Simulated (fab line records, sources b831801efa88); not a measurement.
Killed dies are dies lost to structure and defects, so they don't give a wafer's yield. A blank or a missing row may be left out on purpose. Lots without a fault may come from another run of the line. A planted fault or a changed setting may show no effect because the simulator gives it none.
Which tool did it? | flow sky130 | 13 lots, 39 wafers sampled, at 5 steps of a route of 708

WHAT THE GAUGES READ, wafer by wafer
SKY_POLY_GATE_THK_MEAS_01.
lot  | measured     | on            | POLY_GATE_CVD_00_THK (nm)
L156 | day 15 06:32 | film_metro-02 | 183.5 181.5 183.2
L157 | day 15 09:49 | film_metro-02 | 179.8 178.5 178.1
L158 | day 15 14:04 | film_metro-01 | 179.2 178.3 178.7
L159 | day 16 05:36 | film_metro-02 | 181.2 182.2 182.4
L161 | day 17 01:14 | film_metro-01 | 180.8 184.6 182.3
L168 | day 19 09:18 | film_metro-04 | 178.1 178.3 179.2
L171 | day 19 22:46 | film_metro-02 | 177.3 177.2 176.6
L172 | day 20 01:28 | film_metro-04 | 177.3 178.2 178.1
L173 | day 20 17:52 | film_metro-04 | 180.6 179.7 179.5
L174 | day 20 22:08 | film_metro-01 | 178.5 180.6 182.4
L177 | day 21 12:14 | film_metro-02 | 180.4 181.7 179.9
L176 | day 21 13:25 | film_metro-04 | 179.7 180.4 179.1
L178 | day 22 10:22 | film_metro-01 | 177.8 178.2 176.5

SKY_SPACER_THK_MEAS_01.
lot  | measured     | on            | SPACER_CVD_00_THK (nm)
L156 | day 24 04:53 | film_metro-03 | 43.1 43.0 42.9
L157 | day 24 09:05 | film_metro-03 | 43.1 42.9 43.4
L158 | day 24 15:33 | film_metro-03 | 43.4 43.3 43.0
L159 | day 25 08:43 | film_metro-03 | 42.8 43.1 42.7
L161 | day 26 06:23 | film_metro-03 | 43.8 43.8 43.4
L168 | day 28 09:42 | film_metro-03 | 43.1 43.7 43.7
L171 | day 28 21:32 | film_metro-01 | 43.6 43.5 43.8
L172 | day 28 21:32 | film_metro-04 | 42.9 43.2 42.8
L173 | day 29 17:37 | film_metro-03 | 43.0 43.3 42.8
L174 | day 29 21:28 | film_metro-04 | 43.0 43.0 42.7
L177 | day 30 08:44 | film_metro-01 | 42.7 42.8 43.2
L176 | day 30 12:06 | film_metro-03 | 42.8 42.7 42.9
L178 | day 31 02:31 | film_metro-03 | 43.5 43.1 43.3

SKY_SD_N_TW_MEAS_12.
lot  | measured     | on            | SD_N_TW
L156 | day 29 01:07 | film_metro-04 | 3946 3948 3953
L157 | day 29 07:02 | film_metro-02 | 3909 3903 3918
L158 | day 29 13:46 | film_metro-02 | 3902 3911 3915
L159 | day 30 03:57 | film_metro-02 | 3928 3940 3905
L161 | day 30 23:50 | film_metro-04 | 30 30 30
L168 | day 33 01:34 | film_metro-01 | 3918 3917 3920
L171 | day 33 12:17 | film_metro-01 | 3926 3913 3897
L172 | day 33 12:49 | film_metro-02 | 3913 3902 3926
L173 | day 34 08:05 | film_metro-01 | 3947 3945 3922
L174 | day 34 09:37 | film_metro-02 | 3899 3896 3879
L177 | day 34 21:56 | film_metro-01 | 3925 3927 3929
L176 | day 34 23:22 | film_metro-02 | 3885 3885 3894
L178 | day 35 16:58 | film_metro-02 | 3902 3896 3903

WHICH TOOL RAN EACH LOT (tool, then ch and the chambers of the sampled wafers, then the start)
lot  | SKY_RES_XHIGH_STRIP_08               | SKY_SD_N_STRIP_11
L156 | plasma_asher-02 ch 0,1, day 27 20:20 | plasma_asher-03 ch 0,1, day 29 01:01
L157 | plasma_asher-02 ch 0,1, day 28 01:57 | plasma_asher-03 ch 1, day 29 06:56
L158 | plasma_asher-04 ch 0,1, day 28 08:43 | plasma_asher-03 ch 0,1, day 29 13:40
L159 | plasma_asher-01 ch 0,1, day 28 23:46 | plasma_asher-03 ch 0,1, day 30 03:50
L161 | plasma_asher-02 ch 0,1, day 29 19:59 | plasma_asher-01 ch 0,1, day 30 23:45
L168 | plasma_asher-01 ch 0,1, day 31 21:01 | plasma_asher-03 ch 0,1, day 33 01:28
L171 | plasma_asher-04 ch 0,1, day 32 08:55 | plasma_asher-03 ch 0,1, day 33 12:11
L172 | plasma_asher-02 ch 0,1, day 32 09:25 | plasma_asher-02 ch 0,1, day 33 12:43
L173 | plasma_asher-04 ch 0,1, day 33 04:40 | plasma_asher-01 ch 0,1, day 34 07:59
L174 | plasma_asher-01 ch 0,1, day 33 06:41 | plasma_asher-03 ch 0,1, day 34 09:31
L177 | plasma_asher-02 ch 0,1, day 33 19:08 | plasma_asher-01 ch 0,1, day 34 21:49
L176 | plasma_asher-01 ch 0,1, day 33 21:04 | plasma_asher-02 ch 0,1, day 34 23:16
L178 | plasma_asher-02 ch 1, day 34 13:46   | plasma_asher-01 ch 0, day 35 16:52
- SKY_RES_XHIGH_STRIP_08: strips in O2/N2.
- SKY_SD_N_STRIP_11: strips in O2/N2.

WHAT THE TOOLS THEMSELVES READ (means of the sampled wafers that have a number; where no wafer has one, the mark that the record gives instead)
SKY_RES_XHIGH_STRIP_08.
lot  | tool            | drypump_motor_current_A (A) | oes_product_au (a.u.) | strip_time_to_endpoint_s (s)
L156 | plasma_asher-02 | 5.7                         | 0.709                 | 14.29
L157 | plasma_asher-02 | 5.7                         | 0.711                 | 14.28
L158 | plasma_asher-04 | 5.7                         | 0.708                 | 14.27
L159 | plasma_asher-01 | 5.4                         | 0.710                 | 14.26
L161 | plasma_asher-02 | 6.1                         | 0.917                 | -
L168 | plasma_asher-01 | 5.4                         | 0.713                 | 14.30
L171 | plasma_asher-04 | 5.7                         | 0.707                 | 14.23
L172 | plasma_asher-02 | 5.7                         | 0.710                 | 14.25
L173 | plasma_asher-04 | 5.5                         | 0.709                 | 14.33
L174 | plasma_asher-01 | 5.4                         | 0.710                 | 14.31
L177 | plasma_asher-02 | 5.7                         | 0.703                 | 14.18
L176 | plasma_asher-01 | 5.3                         | 0.711                 | 14.34
L178 | plasma_asher-02 | 5.4                         | 0.714                 | 14.22

SKY_SD_N_STRIP_11.
lot  | tool            | drypump_motor_current_A (A) | oes_product_au (a.u.) | strip_time_to_endpoint_s (s)
L156 | plasma_asher-03 | 5.3                         | 0.521                 | 22.49
L157 | plasma_asher-03 | 5.4                         | 0.527                 | 22.56
L158 | plasma_asher-03 | 5.4                         | 0.530                 | 22.60
L159 | plasma_asher-03 | 5.4                         | 0.531                 | 22.60
L161 | plasma_asher-01 | 5.3                         | 0.574                 | 29.15
L168 | plasma_asher-03 | 5.3                         | 0.527                 | 22.56
L171 | plasma_asher-03 | 5.3                         | 0.530                 | 22.51
L172 | plasma_asher-02 | 5.7                         | 0.528                 | 22.56
L173 | plasma_asher-01 | 5.3                         | 0.526                 | 22.50
L174 | plasma_asher-03 | 5.3                         | 0.534                 | 22.46
L177 | plasma_asher-01 | 5.3                         | 0.526                 | 22.48
L176 | plasma_asher-02 | 5.7                         | 0.530                 | 22.55
L178 | plasma_asher-01 | 5.3                         | 0.529                 | 22.49

THE ANSWER, worked out from the rows above alone
Rule: what is usual is taken from the lots themselves. Put in order of their means at a reading, lots are off if they are a third of the lots or fewer, leave a main group of 4 or more, and stand apart from it by a gap of 3 or more times the standard deviation of the main group's means; of several such gaps the widest counts. A main group whose means are all the same, to the digits that the tables above print for the reading, isn't used. A lot without any number at a reading at which 4 lots or more have one is off too. The other lots that the step has rows for count as sound. The gauges are gone through in route order, then the tools' own readings, and for those a lot's mean is taken as printed above. The first step at which some lot is off is used, and at that step the reading that is off furthest; a lot without a number counts as furthest.
Off: L161, at SKY_SD_N_TW_MEAS_12 (SD_N_TW). The main group: mean 3915, standard deviation 17.
A tool fits if, at a process step before that reading, it ran every lot that is off, and no sound lot after the first of them. The gauges at SKY_SD_N_TW_MEAS_12 aren't tried: what is off there is off at SKY_RES_XHIGH_STRIP_08 too, on other tools, and a gauge's error can't cause that. None of those tried fits.

WHAT THE SIMULATOR HAD PUT IN
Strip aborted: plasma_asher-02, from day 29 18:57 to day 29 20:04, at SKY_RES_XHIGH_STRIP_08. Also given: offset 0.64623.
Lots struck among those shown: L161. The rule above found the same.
